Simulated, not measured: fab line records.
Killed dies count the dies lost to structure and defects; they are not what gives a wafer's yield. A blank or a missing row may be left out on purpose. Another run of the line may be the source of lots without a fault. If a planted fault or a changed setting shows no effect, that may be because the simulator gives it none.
The tool behind it: which one? -- flow gf180mcu -- 14 lots, 40 wafers sampled, at 1 step of a route of 602

## WHAT THE GAUGES SHOWED, per wafer
Not one reading of a measure or inspect step in the record can be checked against a usual standard deviation.

## EACH LOT AND THE TOOL THAT RAN IT (in order: tool; ch and the chambers of the sampled wafers; start)
lot,GF_HV_LDD_IMPLANT_21
L371,"implanter-03 ch 0, day 11 01:07"
L372,"implanter-04 ch 0, day 11 05:15"
L373,"implanter-04 ch 0, day 11 16:10"
L375,"implanter-03 ch 0, day 12 07:46"
L377,"implanter-03 ch 0, day 12 23:58"
L378,"implanter-04 ch 0, day 13 10:40"
L380,"implanter-04 ch 0, day 13 22:07"
L381,"implanter-03 ch 0, day 14 03:37"
L383,"implanter-04 ch 0, day 14 21:04"
L384,"implanter-04 ch 0, day 15 08:38"
L387,"implanter-04 ch 0, day 16 03:03"
L388,"implanter-02 ch 0, day 16 11:55"
L389,"implanter-03 ch 0, day 16 20:52"
L391,"implanter-04 ch 0, day 17 13:22"
- GF_HV_LDD_IMPLANT_21

## WHAT THE TOOLS THEMSELVES READ (means of the sampled wafers that have a number; where no wafer has one, the mark that the record gives instead)
GF_HV_LDD_IMPLANT_21. Usual: dose-ions-cm2 5.001e+13, standard deviation 5.4e+10; end-station-pressure-torr 5.23e-06 Torr, standard deviation 2.6e-07.
lot,tool,dose-ions-cm2,end-station-pressure-torr (Torr),flag
L371,implanter-03,5.004e+13,5.15e-06,
L372,implanter-04,5.007e+13,5.23e-06,
L373,implanter-04,5.002e+13,5.00e-06,
L375,implanter-03,4.995e+13,4.95e-06,
L377,implanter-03,5.002e+13,5.17e-06,
L378,implanter-04,4.990e+13,5.27e-06,
L380,implanter-04,5.001e+13,5.11e-06,
L381,implanter-03,5.001e+13,5.37e-06,
L383,implanter-04,5.001e+13,5.38e-06,
L384,implanter-04,5.001e+13,5.07e-06,
L387,implanter-04,4.775e+13,5.19e-06,OFF
L388,implanter-02,5.001e+13,5.17e-06,
L389,implanter-03,5.006e+13,5.47e-06,
L391,implanter-04,4.768e+13,5.39e-06,OFF

## THE ANSWER, worked out from the rows above alone
Rule: a lot is off if the mean of its wafers that have a number lies more than 3 standard deviations from the usual mean. A lot without any number at a reading at which 4 lots or more have one is off too. Where the step has rows for the other lots, those lots are counted as sound. Order of review: gauges by route order, followed by the tools' own readings, for which a lot's mean as printed above is used. The first step at which some lot is off is used, and at that step the reading that is off furthest; a lot without a number counts as furthest.
Off at GF_HV_LDD_IMPLANT_21 (dose-ions-cm2): L387, L391.
If a tool, at that step or one of the process steps before it, ran each lot that is off and ran no sound lot following the first of them, it fits. One fits: GF_HV_LDD_IMPLANT_21 on implanter-04. A fault onset in the window from L384 (day 15 08:38, its last sound lot) to L387 (day 16 03:03, its first lot off) fits.
The tool's own readings at GF_HV_LDD_IMPLANT_21 bear it out: on the lots that are off they differ by more than 5 times the standard deviation of the sound lots' means. dose-ions-cm2 reads 4.772e+13 there against 5.001e+13 on the sound lots.

## WHAT THE SIMULATOR HAD INSERTED
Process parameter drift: implanter-04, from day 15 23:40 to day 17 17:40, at GF_HV_LDD_IMPLANT_21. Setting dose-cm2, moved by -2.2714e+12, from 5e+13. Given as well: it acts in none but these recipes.
Struck lots among those shown: L387, L391. The rule above found the same.
